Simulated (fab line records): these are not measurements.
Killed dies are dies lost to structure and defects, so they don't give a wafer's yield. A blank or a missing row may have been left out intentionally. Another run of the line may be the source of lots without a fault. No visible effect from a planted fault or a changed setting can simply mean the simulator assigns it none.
fab line records	flow gf180mcu	part 1 of 2: steps 1 to 29 of 39
[record] lots = 5	wafers = 15	last_day = 33
route steps=602 shown M1@319 V1@335
lots that met no fault: from a run of the same line without faults
start_h: start of the lot's first displayed wafer, in hours after the record's first day	wait_h: hours from the lot's prior step to this one	" the same as in the row above	L1.1+2: one row covering several wafers at once	- no value, or no start was given	* or withheld: withheld	< > ~ a bound
route shown NAME@n: names a module that has steps shown in the file, with the first one's number in the route	usual: mean/standard deviation of fault-free wafers	same: alike in all rows	chamber/n: place in a boat	sites: the reading at each site	_std_site: standard deviation across them	_edge_site: outer sites' mean less inner sites'	radius_mm: how far each site lies from the wafer's centre	mask NAME#n: copy n	behind: the tool/chamber that last shaped the wafer	hold: why the lot went on hold/how many hours it stayed there/how the hold came to an end	device: the transistor (n, p or np) that didn't switch	end of line: tests of these same wafers at the route's end	step lacking rows: just its recipe	killed: not the wafer's yield, but the dies lost to structure and defects at the first sort	map: a wafer's dies, marking killed ones x, the rest . and places with no die _
set.NAME: the run value of the setting; set.NAME@STEP: its run value at that earlier step	model.NAME: the simulator's own value behind a step, which no gauge read
certain route steps with their lots: each step a table, each wafer a row
services: the hour from which a tool's chamber was out of use, counted from the record's first day as start_h (under 0 if before that day), plus the number of hours and why
[[steps]]
[step GF_M1_SPUTTER_04]
[recipe] material = TiN	target_thk_nm = 50	power_w = 6500	time_s = 41.7	chamber_pressure_pa = 0.4
[usual] throttle_valve_pct = 30.3/1.4
lot.wafer	tool	chamber	start_h	wait_h	throttle_valve_pct
L079.2	pvd_sputter-01	-	407.39	0.0	26.7
L079.3	"	-	"	"	30.9
L079.6	"	-	"	"	30.8
L087.1	pvd_sputter-01	-	478.03	0.0	26.9
L087.3	"	-	"	"	31.9
L087.4	"	-	"	"	29.2
L089.3	pvd_sputter-04	-	492.93	0.0	30.8
L089.4	"	-	"	"	32.2
L089.5	"	-	"	"	29.7
L092.1	pvd_sputter-04	-	520.39	0.0	32.2
L092.3	"	-	"	"	30.3
L092.4	"	-	"	"	30.8
L094.2	pvd_sputter-04	-	536.87	0.0	29.7
L094.3	"	-	"	"	31.1
L094.6	"	-	"	"	30.2
[step GF_M1_RS_MEAS_05]
[recipe] thk_meas_gauge = four-point-probe	reads = TiN_of_M1_SPUTTER_04+Ti_of_M1_SPUTTER_03+AlCu_of_M1_SPUTTER_02+TiN_of_M1_SPUTTER_01+Ti_of_M1_SPUTTER_00
[usual] M1_ALCU_RS = 0.0700/0.00096
lot.wafer	tool	chamber	start_h	wait_h	M1_ALCU_RS[ohm/sq]
L079.2	film_metro-03	-	407.45	0.0	0.0700
L079.3	"	-	"	"	0.0709
L079.6	"	-	"	"	0.0707
L087.1	film_metro-04	-	478.07	0.0	0.0701
L087.3	"	-	"	"	0.0696
L087.4	"	-	"	"	0.0708
L089.3	film_metro-03	-	493.01	0.1	0.0702
L089.4	"	-	"	"	0.0708
L089.5	"	-	"	"	0.0710
L092.1	film_metro-04	-	520.43	0.0	0.0703
L092.3	"	-	"	"	0.0702
L092.4	"	-	"	"	0.0684
L094.2	film_metro-01	-	536.93	0.0	0.0698
L094.3	"	-	"	"	0.0682
L094.6	"	-	"	"	0.0699
[step GF_M1_THK_MEAS_06]
[recipe] thk_meas_gauge = xrf	reads = AlCu_of_M1_SPUTTER_02
[usual] M1_ALCU_THK = 442/6.1
lot.wafer	tool	chamber	start_h	wait_h	M1_ALCU_THK[nm]
L079.2	film_metro-03	-	407.56	0.1	438
L079.3	"	-	"	"	437
L079.6	"	-	"	"	437
L087.1	film_metro-04	-	478.19	0.1	443
L087.3	"	-	"	"	444
L087.4	"	-	"	"	436
L089.3	film_metro-03	-	493.11	0.1	437
L089.4	"	-	"	"	435
L089.5	"	-	"	"	434
L092.1	film_metro-04	-	520.55	0.1	441
L092.3	"	-	"	"	442
L092.4	"	-	"	"	452
L094.2	film_metro-01	-	537.04	0.1	442
L094.3	"	-	"	"	452
L094.6	"	-	"	"	438
[step GF_M1_DEHYDRATE_07]
[recipe] temp_c = 200	time_s = 60
[usual] plate_temp_C = 199.99/0.14
lot.wafer	tool	chamber	start_h	wait_h	plate_temp_C
L079.2	litho_track-03	0	418.45	10.9	199.74
L079.3	"	0	"	"	199.97
L079.6	"	0	"	"	199.86
L087.1	litho_track-04	0	489.26	11.1	199.85
L087.3	"	0	"	"	200.05
L087.4	"	0	"	"	199.93
L089.3	litho_track-04	0	504.86	11.7	200.15
L089.4	"	0	"	"	200.02
L089.5	"	0	"	"	199.98
L092.1	litho_track-01	0	531.91	11.3	200.13
L092.3	"	0	"	"	200.03
L092.4	"	0	"	"	199.97
L094.2	litho_track-04	0	548.03	11.0	199.67
L094.3	"	0	"	"	199.97
L094.6	"	0	"	"	200.04
[step GF_M1_HMDS_08]
[recipe] prime_time_s = 60	prime_temp_c = 120
lot.wafer	tool	chamber	start_h	wait_h
L079.2+3+6	litho_track-03	0	418.60	0.1
L087.1+3+4	litho_track-04	0	489.41	0.1
L089.3+4+5	litho_track-04	0	505.01	0.1
L092.1+3+4	litho_track-01	0	532.06	0.1
L094.2+3+6	litho_track-04	0	548.18	0.1
[step GF_M1_COAT_09]
[recipe] resist = KrF	spin_rpm = withheld	resist_thk_nm = 1000
lot.wafer	tool	chamber	start_h	wait_h
L079.2+3+6	litho_track-03	0	418.75	0.1
L087.1+3+4	litho_track-04	0	489.56	0.1
L089.3+4+5	litho_track-04	0	505.16	0.1
L092.1+3+4	litho_track-01	0	532.21	0.1
L094.2+3+6	litho_track-04	0	548.33	0.1
[step GF_M1_SOFTBAKE_10]
[recipe] temp_c = 129.3	time_s = 60	resist = KrF
[usual] plate_temp_C = 129.29/0.13
lot.wafer	tool	chamber	start_h	wait_h	plate_temp_C
L079.2	litho_track-03	0	418.90	0.1	129.26
L079.3	"	0	"	"	129.20
L079.6	"	0	"	"	129.12
L087.1	litho_track-04	0	489.71	0.1	129.14
L087.3	"	0	"	"	129.32
L087.4	"	0	"	"	129.14
L089.3	litho_track-04	0	505.31	0.1	129.15
L089.4	"	0	"	"	129.15
L089.5	"	0	"	"	129.04
L092.1	litho_track-01	0	532.36	0.1	129.15
L092.3	"	0	"	"	129.45
L092.4	"	0	"	"	129.13
L094.2	litho_track-04	0	548.48	0.1	129.27
L094.3	"	0	"	"	129.16
L094.6	"	0	"	"	129.40
[step GF_M1_EXPOSE_11]
[recipe] mask_id = Metal1	target_cd_nm = 230	na = 0.68	source_shape = conventional	sigma_outer = 0.6	dose_mj = 28
[usual] stage_vel_mm_s = 500.00/0.26
lot.wafer	tool	chamber	start_h	wait_h	mask	stage_vel_mm_s
L079.2	krf_scanner-02	0	-	-	Metal1#0	500.14
L079.3	"	0	"	"	Metal1#0	499.86
L079.6	"	0	"	"	Metal1#0	499.97
L087.1	krf_scanner-01	0	-	-	Metal1#0	500.30
L087.3	"	0	"	"	Metal1#0	500.67
L087.4	"	0	"	"	Metal1#0	500.15
L089.3	krf_scanner-02	0	-	-	Metal1#0	499.76
L089.4	"	0	"	"	Metal1#0	499.84
L089.5	"	0	"	"	Metal1#0	499.61
L092.1	krf_scanner-01	0	-	-	Metal1#0	500.09
L092.3	"	0	"	"	Metal1#0	500.21
L092.4	"	0	"	"	Metal1#0	499.94
L094.2	krf_scanner-02	0	-	-	Metal1#0	500.10
L094.3	"	0	"	"	Metal1#0	499.89
L094.6	"	0	"	"	Metal1#0	499.92
[step GF_M1_PEB_12]
[recipe] peb_temp_c = 135	peb_time_s = 90	resist = KrF
[usual] plate_temp_C = 134.99/0.14
lot.wafer	tool	chamber	start_h	wait_h	plate_temp_C
L079.2	litho_track-01	0	-	-	134.93
L079.3	"	0	"	"	135.05
L079.6	"	0	"	"	135.04
L087.1	litho_track-01	0	-	-	135.03
L087.3	"	0	"	"	134.95
L087.4	"	0	"	"	135.16
L089.3	litho_track-01	0	-	-	135.06
L089.4	"	0	"	"	134.89
L089.5	"	0	"	"	134.99
L092.1	litho_track-04	0	-	-	134.90
L092.3	"	0	"	"	135.06
L092.4	"	0	"	"	134.83
L094.2	litho_track-04	0	-	-	135.02
L094.3	"	0	"	"	134.96
L094.6	"	0	"	"	135.14
[step GF_M1_DEVELOP_13]
[recipe] develop_time_s = 60	dev_temp_c = 21
lot.wafer	tool	chamber	start_h	wait_h
L079.2+3+6	litho_track-01	0	431.08	0.2
L087.1+3+4	litho_track-01	0	501.36	0.2
L089.3+4+5	litho_track-01	0	517.21	0.1
L092.1+3+4	litho_track-04	0	543.71	0.2
L094.2+3+6	litho_track-04	0	559.03	0.2
[step GF_M1_CD_MEAS_14]
[recipe] target_cd_nm = 230
[usual] cd_nm = 229.4/1.3
lot.wafer	tool	chamber	start_h	wait_h	cd_nm
L079.2	cd_sem-02	-	431.31	0.2	228.6
L079.3	"	-	"	"	228.3
L079.6	"	-	"	"	229.0
L087.1	cd_sem-01	-	501.51	0.1	229.4
L087.3	"	-	"	"	230.1
L087.4	"	-	"	"	229.3
L089.3	cd_sem-02	-	517.35	0.1	228.2
L089.4	"	-	"	"	227.5
L089.5	"	-	"	"	227.7
L092.1	cd_sem-01	-	543.86	0.1	227.9
L092.3	"	-	"	"	227.8
L092.4	"	-	"	"	228.7
L094.2	cd_sem-01	-	559.18	0.1	228.3
L094.3	"	-	"	"	229.1
L094.6	"	-	"	"	230.3
[step GF_M1_OVL_MEAS_15]
[usual] M1_OVL = -4/5.3
lot.wafer	tool	chamber	start_h	wait_h	M1_OVL[nm]
L079.2	overlay-01	-	431.42	0.1	-16
L079.3	"	-	"	"	-6
L079.6	"	-	"	"	-8
L087.1	overlay-01	-	501.63	0.1	-4
L087.3	"	-	"	"	-7
L087.4	"	-	"	"	0
L089.3	overlay-01	-	517.44	0.1	-5
L089.4	"	-	"	"	-10
L089.5	"	-	"	"	-1
L092.1	overlay-02	-	543.98	0.1	-8
L092.3	"	-	"	"	-7
L092.4	"	-	"	"	-8
L094.2	overlay-01	-	559.28	0.1	2
L094.3	"	-	"	"	-1
L094.6	"	-	"	"	-5
[step GF_M1_METAL_ETCH_16]
[recipe] chemistry = Cl2/BCl3	mask_material = KrF	target_depth_nm = 750.8	stop_on = SiO2	pressure_mtorr = 8	icp_w = 800	bias_w = 140	Cl2_flow_sccm = 80	bcl3_flow_sccm = 40	time_s = 125.1
[usual] drypump_motor_current_A = 5.9/0.39	oes_product_au = 0.986/0.0084	throttle_valve_pct = 28.233/0.011
lot.wafer	tool	chamber	start_h	wait_h	drypump_motor_current_A	oes_product_au	rf_hours_counter_h	throttle_valve_pct
L079.2	rie_metal-02	1	431.45	0.0	5.7	0.997	7	28.229
L079.3	"	1	"	"	5.7	1.003	-	28.232
L079.6	"	0	"	"	6.2	0.994	-	28.221
L087.1	rie_metal-03	0	501.66	0.0	5.7	0.979	4	28.243
L087.3	"	0	"	"	5.7	0.978	-	28.237
L087.4	"	0	"	"	5.7	0.984	-	28.245
L089.3	rie_metal-01	1	517.55	0.1	6.5	0.999	-	28.211
L089.4	"	1	"	"	6.5	0.990	-	28.222
L089.5	"	1	"	"	6.5	1.002	-	28.224
L092.1	rie_metal-03	0	544.01	0.0	5.7	0.985	5	28.243
L092.3	"	1	"	"	5.4	0.988	-	28.235
L092.4	"	0	"	"	5.7	0.979	-	28.241
L094.2	rie_metal-03	0	559.31	0.0	5.7	0.978	6	28.245
L094.3	"	1	"	"	5.4	0.999	-	28.240
L094.6	"	1	"	"	5.4	0.982	-	28.243
[step GF_M1_STRIP_17]
[recipe] chemistry = O2/N2	power_w = 1400	pressure_mtorr = 1500	platen_temp_c = 250	o2_flow_sccm = 3000	n2_flow_sccm = 300	overash_fraction = 0.5
[usual] drypump_motor_current_A = 5.8/0.35	heater_power_w = 340/61	oes_product_au = 0.539/0.0047	strip_time_to_endpoint_s = 7.43/0.062
lot.wafer	tool	chamber	start_h	wait_h	drypump_motor_current_A	heater_power_w	oes_product_au	rf_hours_counter_h	strip_time_to_endpoint_s
L079.2	plasma_asher-02	1	431.58	0.1	5.7	345	0.535	64	7.36
L079.3	"	1	"	"	5.7	347	0.535	-	7.33
L079.6	"	1	"	"	5.7	357	0.532	-	7.41
L087.1	plasma_asher-03	0	501.92	0.2	6.0	421	0.538	87	7.48
L087.3	"	1	"	"	5.4	263	0.544	-	7.47
L087.4	"	0	"	"	6.1	427	0.541	-	7.48
L089.3	plasma_asher-03	0	517.76	0.2	6.0	419	0.533	-	7.32
L089.4	"	1	"	"	5.4	255	0.542	-	7.37
L089.5	"	0	"	"	6.0	432	0.536	-	7.36
L092.1	plasma_asher-03	1	544.14	0.1	5.4	257	0.543	92	7.54
L092.3	"	0	"	"	6.0	429	0.537	-	7.42
L092.4	"	1	"	"	5.4	257	0.542	-	7.50
L094.2	plasma_asher-03	1	559.44	0.1	5.4	252	0.541	94	7.47
L094.3	"	1	"	"	5.4	261	0.538	-	7.41
L094.6	"	0	"	"	6.0	431	0.541	-	7.46
[step GF_M1_STRIP_18]
[recipe] chemistry = post_etch_residue_remover	time_s = 1200	temp_c = 72.5
lot.wafer	tool	chamber	start_h	wait_h
L079.2+3+6	wet_bench-01	1	431.68	0.1
L087.1+3+4	wet_bench-01	0	502.02	0.1
L089.3+4+5	wet_bench-02	0	517.82	0.0
L092.1+3+4	wet_bench-03	1	544.24	0.1
L094.2+3+6	wet_bench-01	2	559.54	0.1
[step GF_M1_CLEAN_19]
[recipe] chemistry = DIW	dry = n2_spin
lot.wafer	tool	chamber	start_h	wait_h
L079.2+3+6	wet_bench-03	2	432.36	0.0
L087.1+3+4	wet_bench-03	0	502.71	0.0
L089.3+4+5	wet_bench-01	3	518.19	0.0
L092.1+3+4	wet_bench-02	1	544.58	0.0
L094.2+3+6	wet_bench-03	3	559.88	0.0
[step GF_V1_CVD_00]
[recipe] material = SiO2	target_thk_nm = 600	sigma_open_frac = 0.3	temp_c = 400	time_s = 100	sih4_flow_sccm = 60	pressure_mtorr = 6
[usual] pressure_mtorr = 6.000/0.012
lot.wafer	tool	chamber	start_h	wait_h	pressure_mtorr
L079.2	hdpcvd-01	1	432.45	0.0	5.998
L079.3	"	2	"	"	6.004
L079.6	"	1	"	"	6.003
L087.1	hdpcvd-02	1	502.81	0.0	6.011
L087.3	"	2	"	"	5.979
L087.4	"	1	"	"	5.982
L089.3	hdpcvd-02	0	518.29	0.0	6.014
L089.4	"	2	"	"	6.011
L089.5	"	0	"	"	6.000
L092.1	hdpcvd-01	0	544.68	0.0	5.993
L092.3	"	1	"	"	6.008
L092.4	"	1	"	"	6.016
L094.2	hdpcvd-01	1	559.97	0.0	5.997
L094.3	"	0	"	"	6.000
L094.6	"	0	"	"	6.016
[step GF_V1_THK_MEAS_01]
[recipe] reads = SiO2_of_V1_CVD_00
[usual] V1_CVD_00_THK = 598/6
lot.wafer	tool	chamber	start_h	wait_h	V1_CVD_00_THK[nm]
L079.2	film_metro-01	-	432.54	0.0	599
L079.3	"	-	"	"	604
L079.6	"	-	"	"	604
L087.1	film_metro-01	-	502.88	0.0	587
L087.3	"	-	"	"	600
L087.4	"	-	"	"	587
L089.3	film_metro-04	-	518.38	0.1	601
L089.4	"	-	"	"	602
L089.5	"	-	"	"	597
L092.1	film_metro-04	-	544.76	0.0	604
L092.3	"	-	"	"	605
L092.4	"	-	"	"	608
L094.2	film_metro-01	-	560.06	0.0	593
L094.3	"	-	"	"	592
L094.6	"	-	"	"	594
[step GF_V1_CVD_02]
[recipe] material = SiO2	target_thk_nm = 850	precursor = TEOS	temp_c = 400	time_s = 94.851	rf_w = 600
[usual] heater_power_w = 699/99
lot.wafer	tool	chamber	start_h	wait_h	heater_power_w
L079.2	pecvd-02	2	432.59	0.0	914
L079.3	"	1	"	"	658
L079.6	"	0	"	"	723
L087.1	pecvd-03	1	502.94	0.1	620
L087.3	"	2	"	"	792
L087.4	"	0	"	"	571
L089.3	pecvd-02	0	518.42	0.0	638
L089.4	"	1	"	"	516
L089.5	"	2	"	"	885
L092.1	pecvd-02	2	544.82	0.1	755
L092.3	"	0	"	"	635
L092.4	"	2	"	"	823
L094.2	pecvd-02	1	560.11	0.0	657
L094.3	"	0	"	"	629
L094.6	"	2	"	"	895
[step GF_V1_THK_MEAS_03]
[recipe] reads = SiO2_of_V1_CVD_02
[usual] V1_CVD_02_THK = 852/10
lot.wafer	tool	chamber	start_h	wait_h	V1_CVD_02_THK[nm]
L079.2	film_metro-02	-	432.67	0.0	846
L079.3	"	-	"	"	849
L079.6	"	-	"	"	870
L087.1	film_metro-04	-	503.01	0.0	853
L087.3	"	-	"	"	854
L087.4	"	-	"	"	859
L089.3	film_metro-04	-	518.51	0.1	837
L089.4	"	-	"	"	858
L089.5	"	-	"	"	846
L092.1	film_metro-01	-	544.89	0.0	848
L092.3	"	-	"	"	840
L092.4	"	-	"	"	848
L094.2	film_metro-02	-	560.19	0.0	849
L094.3	"	-	"	"	835
L094.6	"	-	"	"	855
[step GF_V1_CMP_04]
[recipe] material = SiO2	down_force_psi = 4	platen_rpm = 60	pad_velocity_m_s = 0.94248
[usual] motor_current_A = 12.2/1.5	slurry_flow_ml_min = 150.0/0.5	time_to_endpoint_s = 81/4.9
lot.wafer	tool	chamber	start_h	wait_h	motor_current_A	slurry_flow_ml_min	time_to_endpoint_s
L079.2	cmp-02	1	432.72	0.0	9.5	149.1	78
L079.3	"	3	"	"	11.6	149.5	84
L079.6	"	2	"	"	14.4	149.9	89
L087.4	cmp-01	0	503.07	0.0	10.6	150.3	80
L087.1	"	2	"	"	13.0	150.0	83
L087.3	"	3	"	"	10.9	150.5	80
L089.3	cmp-01	0	518.55	0.0	10.7	150.2	73
L089.4	"	1	"	"	12.1	149.3	86
L089.5	"	0	"	"	10.5	150.1	76
L092.4	cmp-01	1	545.00	0.1	13.1	149.2	83
L092.3	"	2	"	"	14.2	150.7	78
L092.1	"	3	"	"	11.7	149.8	82
L094.3	cmp-02	1	560.24	0.0	10.0	149.6	74
L094.2	"	0	"	"	13.3	150.7	78
L094.6	"	1	"	"	10.4	149.8	79
[step GF_V1_BOW_MEAS_05]
[recipe] mode = bow
[usual] V1_BOW = 85/8.2
lot.wafer	tool	chamber	start_h	wait_h	V1_BOW[um]
L079.2	film_metro-02	-	433.04	0.3	81
L079.3	"	-	"	"	94
L079.6	"	-	"	"	87
L087.1	film_metro-02	-	503.37	0.1	98
L087.3	"	-	"	"	94
L087.4	"	-	"	"	98
L089.3	film_metro-04	-	518.89	0.3	86
L089.4	"	-	"	"	98
L089.5	"	-	"	"	91
L092.1	film_metro-04	-	545.25	0.1	87
L092.3	"	-	"	"	74
L092.4	"	-	"	"	95
L094.2	film_metro-01	-	560.56	0.1	87
L094.3	"	-	"	"	91
L094.6	"	-	"	"	77
[step GF_V1_DEHYDRATE_06]
[recipe] temp_c = 200	time_s = 60
[usual] plate_temp_C = 199.97/0.16
lot.wafer	tool	chamber	start_h	wait_h	plate_temp_C
L079.2	litho_track-01	0	444.23	11.2	199.67
L079.3	"	0	"	"	199.77
L079.6	"	0	"	"	199.80
L087.1	litho_track-02	0	514.45	11.1	199.99
L087.3	"	0	"	"	200.05
L087.4	"	0	"	"	200.33
L089.3	litho_track-02	0	530.40	11.5	199.94
L089.4	"	0	"	"	199.93
L089.5	"	0	"	"	199.99
L092.1	litho_track-01	0	555.61	10.3	199.72
L092.3	"	0	"	"	200.03
L092.4	"	0	"	"	199.82
L094.2	litho_track-03	0	571.35	10.8	200.27
L094.3	"	0	"	"	200.12
L094.6	"	0	"	"	199.97
[step GF_V1_HMDS_07]
[recipe] prime_time_s = 60	prime_temp_c = 120
lot.wafer	tool	chamber	start_h	wait_h
L079.2+3+6	litho_track-01	0	444.38	0.1
L087.1+3+4	litho_track-02	0	514.60	0.1
L089.3+4+5	litho_track-02	0	530.55	0.1
L092.1+3+4	litho_track-01	0	555.76	0.1
L094.2+3+6	litho_track-03	0	571.50	0.1
[step GF_V1_COAT_08]
[recipe] resist = BARC	temp_c = withheld	time_s = withheld	spin_rpm = withheld	resist_thk_nm = withheld
lot.wafer	tool	chamber	start_h	wait_h
L079.2+3+6	litho_track-01	0	444.53	0.1
L087.1+3+4	litho_track-02	0	514.75	0.1
L089.3+4+5	litho_track-02	0	530.70	0.1
L092.1+3+4	litho_track-01	0	555.91	0.1
L094.2+3+6	litho_track-03	0	571.65	0.1
[step GF_V1_COAT_09]
[recipe] resist = KrF	spin_rpm = withheld	resist_thk_nm = 1000
lot.wafer	tool	chamber	start_h	wait_h
L079.2+3+6	litho_track-01	0	-	-
L087.1+3+4	litho_track-02	0	-	-
L089.3+4+5	litho_track-02	0	-	-
L092.1+3+4	litho_track-01	0	-	-
L094.2+3+6	litho_track-03	0	-	-
[step GF_V1_SOFTBAKE_10]
[recipe] temp_c = 130	time_s = 59.11	resist = KrF
[usual] plate_temp_C = 130.04/0.13
lot.wafer	tool	chamber	start_h	wait_h	plate_temp_C
L079.2	litho_track-01	0	-	-	130.08
L079.3	"	0	"	"	129.88
L079.6	"	0	"	"	130.04
L087.1	litho_track-02	0	-	-	129.76
L087.3	"	0	"	"	129.91
L087.4	"	0	"	"	129.92
L089.3	litho_track-02	0	-	-	129.84
L089.4	"	0	"	"	129.82
L089.5	"	0	"	"	130.08
L092.1	litho_track-01	0	-	-	130.05
L092.3	"	0	"	"	129.92
L092.4	"	0	"	"	130.08
L094.2	litho_track-03	0	-	-	130.05
L094.3	"	0	"	"	129.88
L094.6	"	0	"	"	130.02
[step GF_V1_EXPOSE_11]
[recipe] mask_id = Via1	target_cd_nm = 260	na = 0.68	source_shape = conventional	sigma_outer = 0.6	dose_mj = 38
[usual] stage_vel_mm_s = 499.99/0.23
lot.wafer	tool	chamber	start_h	wait_h	mask	stage_vel_mm_s
L079.2	krf_scanner-02	0	-	-	Via1#0	499.68
L079.3	"	0	"	"	Via1#0	500.17
L079.6	"	0	"	"	Via1#0	499.91
L087.1	krf_scanner-02	0	-	-	Via1#0	500.31
L087.3	"	0	"	"	Via1#0	500.20
L087.4	"	0	"	"	Via1#0	500.19
L089.3	krf_scanner-02	0	-	-	Via1#0	499.94
L089.4	"	0	"	"	Via1#0	500.30
L089.5	"	0	"	"	Via1#0	500.27
L092.1	krf_scanner-01	0	-	-	Via1#0	499.88
L092.3	"	0	"	"	Via1#0	500.13
L092.4	"	0	"	"	Via1#0	499.96
L094.2	krf_scanner-01	0	-	-	Via1#0	499.82
L094.3	"	0	"	"	Via1#0	499.73
L094.6	"	0	"	"	Via1#0	500.04
[step GF_V1_PEB_12]
[recipe] peb_temp_c = 135	peb_time_s = 90	resist = KrF
[usual] plate_temp_C = 134.98/0.13
lot.wafer	tool	chamber	start_h	wait_h	plate_temp_C
L079.2	litho_track-02	0	-	-	134.83
L079.3	"	0	"	"	134.84
L079.6	"	0	"	"	134.98
L087.1	litho_track-02	0	-	-	135.17
L087.3	"	0	"	"	134.76
L087.4	"	0	"	"	134.98
L089.3	litho_track-01	0	-	-	134.86
L089.4	"	0	"	"	134.96
L089.5	"	0	"	"	134.85
L092.1	litho_track-02	0	-	-	135.04
L092.3	"	0	"	"	134.94
L092.4	"	0	"	"	135.03
L094.2	litho_track-01	0	-	-	134.83
L094.3	"	0	"	"	134.65
L094.6	"	0	"	"	134.85
